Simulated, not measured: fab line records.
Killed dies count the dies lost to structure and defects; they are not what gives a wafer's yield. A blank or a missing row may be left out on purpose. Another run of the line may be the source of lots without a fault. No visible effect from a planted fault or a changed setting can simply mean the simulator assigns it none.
Comparing a struck lot with a sound one + flow sky130 + 40 steps out of a route of 708
Sound: these wafers, L128.1, L128.3, L128.5. The struck wafers were L138.1, L138.3, L138.5. The cause is given at the end.
For every step that has rows: the tool of each side, followed by ch and its chambers, followed by its first start. Under that, the readings that differ: sound wafers + struck wafers + difference of the means + sigmas: that difference in standard deviations of wafers without a fault.
alike: a reading whose means differ by less than 2 such deviations, as well as words and numbers matching on both sides. not compared: withheld readings; readings where some wafer has no value; bounds like >300 that might hide an equal value; numbers whose values overlap and for which the record gives no deviation.
Wherever a step has rows on one side only, a row that says differs or no value, or a row with sigmas, the two part there. Numbers that have no deviation but don't overlap get no sigmas and don't part them. A reading missing from all wafers of one side parts the sides only when that side holds two or more wafers.

first, 5 steps without rows for these wafers: SKY_VIA3_STRIP_17 (strips in post etch residue remover, time 1200 s); SKY_VIA3_CLEAN_18 (cleans in IPA, time 180 s); SKY_VIA3_CLEAN_19 (cleans in O3/DIW); SKY_VIA3_SPUTTER_20 (material TiN, target thk 20 nm, time 80 s); SKY_VIA3_CVD_21 (deposits W, target thk 390 nm, time 117.31 s).
SKY_VIA3_RS_MEAS_22: the measuring method here is four-point-probe.
  sound on filmMetro-02, day 42 11:56; struck on filmMetro-04, day 45 04:59
  alike: VIA3_W_RS
SKY_VIA3_THK_MEAS_23: measures by xrf.
  sound on filmMetro-02, day 42 12:04; struck on filmMetro-04, day 45 05:06
  alike: VIA3_W_THK
then, 1 step without rows for these wafers: SKY_VIA3_CMP_24 (polishes, stops on SiO2, t overpolish 20 s, target thk 0 nm).
SKY_METAL4_SPUTTER_00: material Ti, target thk 15 nm, time 10 s.
  sound on pvdSputter-03, day 42 12:25; struck on pvdSputter-03, day 45 05:28
| reading             | sound                | struck               | difference | sigmas |
|---------------------|----------------------|----------------------|------------|--------|
| cathodeDcPowerW (W) | 2999.8 2999.3 2999.4 | 3000.9 2999.7 3001.4 | +1.2       | +2     |
  alike: chamberPressurePa, throttleValvePct
SKY_METAL4_SPUTTER_01: material TiN, target thk 20 nm, time 16.7 s.
  sound on pvdSputter-03, day 42 12:26; struck on pvdSputter-03, day 45 05:29
  alike: cathodeDcPowerW, chamberPressurePa, throttleValvePct
SKY_METAL4_SPUTTER_02: material AlCu, target thk 735 nm, time 39.1 s.
  sound on pvdSputter-03, day 42 12:28; struck on pvdSputter-03, day 45 05:31
  alike: cathodeDcPowerW, chamberPressurePa, throttleValvePct
SKY_METAL4_SPUTTER_03: material Ti, target thk 5 nm, time 3.3 s.
  sound on pvdSputter-03, day 42 12:31; struck on pvdSputter-03, day 45 05:33
  alike: cathodeDcPowerW, chamberPressurePa, throttleValvePct
SKY_METAL4_SPUTTER_04: material TiN, target thk 70 nm, time 58.3 s.
  sound on pvdSputter-03, day 42 12:32; struck on pvdSputter-03, day 45 05:34
  no value came back on the struck wafers for cathodeDcPowerW (W), chamberPressurePa (Pa), throttleValvePct (%); on the sound wafers cathodeDcPowerW (W) reads 6501.3 6501.6 6499.2
SKY_CAP2M_CVD_00: deposits SiO2, target thk 15.5 nm.
  sound on pecvd-02 ch 0,1,2, day 42 12:35; struck on pecvd-03 ch 0,1,2, day 45 05:37
  alike: heaterPowerW, rfFwdPowerW, susceptorTempC
then, 8 steps without rows for these wafers: SKY_CAP2M_SPUTTER_02 (material TiN, target thk 200 nm, time 166.7 s); SKY_CAP2M_DEHYDRATE_05 (time 60 s); SKY_CAP2M_HMDS_06 (prime time 60 s); SKY_CAP2M_COAT_07 (resist thk 1140 nm); SKY_CAP2M_SOFTBAKE_08 (time 60 s); SKY_CAP2M_EXPOSE_09 (exposes mask CAP2M, target cd 1000 nm); SKY_CAP2M_PEB_10; SKY_CAP2M_DEVELOP_11 (develop time 60 s).
SKY_CAP2M_OVL_MEAS_12:
  sound on overlay-01, day 43 11:05; struck on overlay-02, day 46 02:53
| reading        | sound          | struck      | difference | sigmas |
|----------------|----------------|-------------|------------|--------|
| CAP2M_OVL (nm) | -1.4 -1.3 -0.1 | 2.0 1.9 3.6 | +3.4       | +2     |
then, 13 steps without rows for these wafers: SKY_CAP2M_METAL_ETCH_13 (etches TiN in Cl2/BCl3, stops on SiO2, target depth 220 nm, time 62.9 s); SKY_CAP2M_STRIP_14 (strips in O2/N2); SKY_CAP2M_STRIP_15 (strips in post etch residue remover, time 1200 s); SKY_CAP2M_CLEAN_16 (cleans in IPA, time 180 s); SKY_CAP2M_CLEAN_17 (cleans in O3/DIW); SKY_METAL4_DEHYDRATE_05 (time 60 s); SKY_METAL4_HMDS_06 (prime time 60 s); SKY_METAL4_COAT_07 (resist thk 60 nm); SKY_METAL4_COAT_08 (resist thk 1140 nm); SKY_METAL4_SOFTBAKE_09 (time 90 s); SKY_METAL4_EXPOSE_10 (exposes mask MM4, target cd 300 nm); SKY_METAL4_PEB_11; SKY_METAL4_DEVELOP_12 (develop time 60 s).
SKY_METAL4_CD_MEAS_13: target cd 300 nm.
  sound on cdSem-01, day 44 10:13; struck on cdSem-02, day 46 23:40
  alike: cdNm
SKY_METAL4_OVL_MEAS_14:
  sound on overlay-01, day 44 10:20; struck on overlay-01, day 46 23:47
  alike: METAL4_OVL
then, 1 step without rows for these wafers: SKY_METAL4_DESCUM_15 (chemistry O2, time 8 s).
SKY_METAL4_METAL_ETCH_18: etches the open film in Cl2/BCl3, stops on SiO2, target depth 845 nm, time 183.1 s.
  sound on rieMetal-01 ch 0,1, day 44 10:31; struck on rieMetal-01 ch 0,1, day 46 23:58
| reading             | sound             | struck            | difference | sigmas |
|---------------------|-------------------|-------------------|------------|--------|
| oesProductAu (a.u.) | 0.857 0.866 0.870 | 0.822 0.833 0.816 | -0.041     | -8     |
  alike: drypumpMotorCurrentA, mfcCl2Sccm, rfFwdPowerW, throttleValvePct
  not compared: rfHoursCounterH

WHERE THEY PART
Earliest at SKY_METAL4_SPUTTER_00; latest, in this record, at SKY_METAL4_METAL_ETCH_18.

WHY: what the simulator had put in
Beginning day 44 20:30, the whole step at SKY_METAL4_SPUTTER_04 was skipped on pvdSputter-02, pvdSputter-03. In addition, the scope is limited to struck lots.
